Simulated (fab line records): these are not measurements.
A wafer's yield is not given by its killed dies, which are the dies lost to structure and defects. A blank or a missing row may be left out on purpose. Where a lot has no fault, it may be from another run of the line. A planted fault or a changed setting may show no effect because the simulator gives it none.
Which tool did it? + flow gf180mcu + 33 wafers from 11 lots sampled at 5 of the route's 602 steps

WHAT THE GAUGES SHOWED, per wafer
GF_MIM_THK_MEAS_06. Usual: MIM_CVD_05_THK 42.0 nm, standard deviation 0.49.
| lot  | measured     | on            | MIM_CVD_05_THK (nm)           | flag |
|------|--------------|---------------|-------------------------------|------|
| L140 | day 24 06:13 | film_metro-04 | 41.5 41.6 42.5                |      |
| L143 | day 25 08:43 | film_metro-04 | 42.5 42.5 42.5                |      |
| L146 | day 26 09:54 | film_metro-02 | 41.2 42.1 42.1                |      |
| L148 | day 27 02:38 | film_metro-04 | 41.8 42.2 42.5                |      |
| L149 | day 27 14:14 | film_metro-03 | 41.4 41.7 42.0                |      |
| L150 | day 28 06:26 | film_metro-04 | 41.9 42.1 42.3                |      |
| L153 | day 28 17:19 | film_metro-04 | 41.4 41.8 42.4                |      |
| L157 | day 30 02:11 | film_metro-02 | 41.4 50.6 42.4 41.5 50.6 42.3 | OFF  |
| L161 | day 31 00:03 | film_metro-04 | 42.5 43.0 42.4                |      |
| L162 | day 31 07:19 | film_metro-03 | 42.2 41.9 42.5                |      |
| L163 | day 31 14:08 | film_metro-04 | 41.3 41.6 41.8                |      |

TOOL THAT RAN EACH LOT (tool first, then ch and the chambers of the sampled wafers, then the start)
| lot  | GF_M4_SPUTTER_04             | GF_M4_METAL_ETCH_16               | GF_M4_STRIP_17                       | GF_MIM_CVD_05                   |
|------|------------------------------|-----------------------------------|--------------------------------------|---------------------------------|
| L140 | pvd_sputter-04, day 22 04:16 | rie_metal-02 ch 0,1, day 23 03:49 | plasma_asher-03 ch 0,1, day 23 03:56 | pecvd-02 ch 0,2, day 24 06:11   |
| L143 | pvd_sputter-01, day 23 09:46 | rie_metal-04 ch 0,1, day 24 07:51 | plasma_asher-01 ch 0, day 24 07:58   | pecvd-02 ch 0,1, day 25 08:41   |
| L146 | pvd_sputter-01, day 24 12:41 | rie_metal-04 ch 0,1, day 25 09:47 | plasma_asher-04 ch 0,1, day 25 09:54 | pecvd-02 ch 0,1,2, day 26 09:51 |
| L148 | pvd_sputter-02, day 25 05:40 | rie_metal-04 ch 0,1, day 26 02:31 | plasma_asher-04 ch 0,1, day 26 02:38 | pecvd-01 ch 0,1,2, day 27 02:36 |
| L149 | pvd_sputter-02, day 25 17:16 | rie_metal-04 ch 0,1, day 26 14:53 | plasma_asher-03 ch 0,1, day 26 15:00 | pecvd-01 ch 0,2, day 27 14:11   |
| L150 | pvd_sputter-02, day 26 11:14 | rie_metal-02 ch 0, day 27 07:25   | plasma_asher-01 ch 0,1, day 27 07:32 | pecvd-02 ch 0,2, day 28 06:23   |
| L153 | pvd_sputter-01, day 26 22:37 | rie_metal-04 ch 0,1, day 27 18:42 | plasma_asher-04 ch 0,1, day 27 18:49 | pecvd-03 ch 0,2, day 28 17:17   |
| L157 | pvd_sputter-04, day 28 09:45 | rie_metal-04 ch 0, day 29 04:45   | plasma_asher-04 ch 0,1, day 29 04:56 | pecvd-02 ch 0,1,2, day 30 02:08 |
| L161 | pvd_sputter-02, day 29 07:42 | rie_metal-04 ch 0,1, day 30 03:06 | plasma_asher-03 ch 0,1, day 30 03:13 | pecvd-03 ch 0,1,2, day 31 00:00 |
| L162 | pvd_sputter-04, day 29 15:59 | rie_metal-04 ch 0,1, day 30 10:18 | plasma_asher-04 ch 0,1, day 30 10:25 | pecvd-03 ch 1,2, day 31 07:17   |
| L163 | pvd_sputter-01, day 29 23:13 | rie_metal-02 ch 0,1, day 30 17:13 | plasma_asher-04 ch 0,1, day 30 17:20 | pecvd-01 ch 0,2, day 31 14:05   |
- GF_M4_SPUTTER_04: material TiN, target thk 50 nm, time 41.7 s.
- GF_M4_METAL_ETCH_16: etches the open film in Cl2/BCl3, stops on SiO2, target depth 627.5 nm, time 104.6 s.
- GF_M4_STRIP_17: strips in O2/N2.
- GF_MIM_CVD_05: deposits Si3N4, target thk 42 nm, time 29.086 s.

WHAT THE TOOLS THEMSELVES READ (means of the sampled wafers that have a number; where no wafer has one, the mark that the record gives instead)
GF_M4_SPUTTER_04. Usual: throttle_valve_pct at 29.6 %, with a standard deviation of 1.1.
| lot  | tool           | throttle_valve_pct (%) | flag |
|------|----------------|------------------------|------|
| L140 | pvd_sputter-04 | 28.8                   |      |
| L143 | pvd_sputter-01 | 30.2                   |      |
| L146 | pvd_sputter-01 | 30.2                   |      |
| L148 | pvd_sputter-02 | 29.8                   |      |
| L149 | pvd_sputter-02 | 30.9                   |      |
| L150 | pvd_sputter-02 | 30.4                   |      |
| L153 | pvd_sputter-01 | 29.8                   |      |
| L157 | pvd_sputter-04 | 29.4                   |      |
| L161 | pvd_sputter-02 | 30.4                   |      |
| L162 | pvd_sputter-04 | 28.4                   |      |
| L163 | pvd_sputter-01 | 29.7                   |      |

GF_M4_METAL_ETCH_16. Usual: drypump_motor_current_A 5.8 A, standard deviation 0.53; he_backside_leak_sccm 3.25 sccm, standard deviation 0.17; oes_product_au 0.971 a.u., standard deviation 0.0059; throttle_valve_pct 28.250 %, standard deviation 0.0099.
| lot  | tool         | drypump_motor_current_A (A) | he_backside_leak_sccm (sccm) | oes_product_au (a.u.) | throttle_valve_pct (%) | flag |
|------|--------------|-----------------------------|------------------------------|-----------------------|------------------------|------|
| L140 | rie_metal-02 | 5.9                         | 3.29                         | 0.976                 | 28.253                 |      |
| L143 | rie_metal-04 | 5.5                         | 3.28                         | 0.964                 | 28.257                 |      |
| L146 | rie_metal-04 | 6.0                         | 3.38                         | 0.973                 | 28.241                 |      |
| L148 | rie_metal-04 | 5.5                         | 3.21                         | 0.971                 | 28.248                 |      |
| L149 | rie_metal-04 | 5.5                         | 3.31                         | 0.972                 | 28.247                 |      |
| L150 | rie_metal-02 | 6.2                         | 3.24                         | 0.972                 | 28.245                 |      |
| L153 | rie_metal-04 | 6.0                         | 3.18                         | 0.968                 | 28.256                 |      |
| L157 | rie_metal-04 | 6.4                         | 3.30                         | 0.971                 | 28.256                 |      |
| L161 | rie_metal-04 | 5.9                         | 3.22                         | 0.977                 | 28.255                 |      |
| L162 | rie_metal-04 | 6.0                         | 3.35                         | 0.976                 | 28.241                 |      |
| L163 | rie_metal-02 | 5.9                         | 3.29                         | 0.968                 | 28.251                 |      |

GF_M4_STRIP_17. Usual: drypump_motor_current_A 5.9 A, standard deviation 0.58; heater_power_w 330 W, standard deviation 32; n2_flow_sccm 300.0 sccm, standard deviation 0.9; oes_product_au 0.558 a.u., standard deviation 0.0048; strip_time_to_endpoint_s 7.87 s, standard deviation 0.038.
| lot  | tool            | drypump_motor_current_A (A) | heater_power_w (W) | n2_flow_sccm (sccm) | oes_product_au (a.u.) | strip_time_to_endpoint_s (s) | flag |
|------|-----------------|-----------------------------|--------------------|---------------------|-----------------------|------------------------------|------|
| L140 | plasma_asher-03 | 5.7                         | 328                | 300.1               | 0.558                 | 7.83                         |      |
| L143 | plasma_asher-01 | 5.4                         | 282                | 300.6               | 0.560                 | 7.90                         |      |
| L146 | plasma_asher-04 | 5.6                         | 357                | 301.0               | 0.553                 | 7.85                         |      |
| L148 | plasma_asher-04 | 5.6                         | 354                | 300.6               | 0.554                 | 7.82                         |      |
| L149 | plasma_asher-03 | 5.7                         | 334                | 299.9               | 0.552                 | 7.86                         |      |
| L150 | plasma_asher-01 | 6.1                         | 283                | 300.8               | 0.554                 | 7.86                         |      |
| L153 | plasma_asher-04 | 5.7                         | 358                | 299.0               | 0.557                 | 7.85                         |      |
| L157 | plasma_asher-04 | 6.0                         | 350                | 299.4               | 0.557                 | 7.82                         |      |
| L161 | plasma_asher-03 | 5.7                         | 330                | 300.1               | 0.561                 | 7.88                         |      |
| L162 | plasma_asher-04 | 6.0                         | 352                | 300.0               | 0.554                 | 7.84                         |      |
| L163 | plasma_asher-04 | 6.0                         | 349                | 299.5               | 0.555                 | 7.87                         |      |

GF_MIM_CVD_05. Usual: heater_power_w 637 W, standard deviation 99; run_length_s 57.1 s, standard deviation 0.41; susceptor_temp_C 385.03 C, standard deviation 0.22.
| lot  | tool     | heater_power_w (W) | run_length_s (s) | susceptor_temp_C (C) | flag |
|------|----------|--------------------|------------------|----------------------|------|
| L140 | pecvd-02 | 615                | 56.9             | 385.16               |      |
| L143 | pecvd-02 | 612                | 56.9             | 385.13               |      |
| L146 | pecvd-02 | 687                | 56.7             | 384.99               |      |
| L148 | pecvd-01 | 603                | 57.1             | 385.04               |      |
| L149 | pecvd-01 | 591                | 57.2             | 385.09               |      |
| L150 | pecvd-02 | 687                | 56.8             | 385.09               |      |
| L153 | pecvd-03 | 695                | 57.3             | 385.03               |      |
| L157 | pecvd-02 | 651                | 59.0             | 385.02               | OFF  |
| L161 | pecvd-03 | 632                | 57.2             | 384.95               |      |
| L162 | pecvd-03 | 655                | 57.3             | 384.97               |      |
| L163 | pecvd-01 | 706                | 57.3             | 385.07               |      |

THE ANSWER, worked out from the rows above alone
Rule: a lot counts as off when the mean over its wafers that have a number is more than 3 standard deviations away from the usual mean. Also off: a lot with no number at a reading for which 4 or more lots have one. All remaining lots with rows at the step are treated as sound. Order of review: gauges by route order, followed by the tools' own readings, for which a lot's mean as printed above is used. At the first step where some lot is off, the reading lying furthest off is the one used; lots without a number count as furthest.
Off: L157, at GF_MIM_THK_MEAS_06 (MIM_CVD_05_THK).
If a tool, at a process step before that reading, ran all the lots that are off and no sound lot after the first of them, it fits. Not tried: the gauges at GF_MIM_THK_MEAS_06; whatever is off there is also off at GF_MIM_CVD_05, on other tools, and gauge error can't account for it. One fits: pecvd-02 at GF_MIM_CVD_05. Its last sound lot is L150 (day 28 06:23), its first lot that is off L157 (day 30 02:08): a fault that began between those two fits.
On the lots that are off, the tool's own readings at GF_MIM_CVD_05 differ by more than 5 times the standard deviation of the sound lots' means, which bears it out; run_length_s reads 59.0 s there versus 57.1 s on the sound lots.

WHAT THE SIMULATOR PUT IN
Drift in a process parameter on pecvd-02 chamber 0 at GF_MIM_CVD_05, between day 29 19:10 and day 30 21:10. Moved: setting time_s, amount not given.
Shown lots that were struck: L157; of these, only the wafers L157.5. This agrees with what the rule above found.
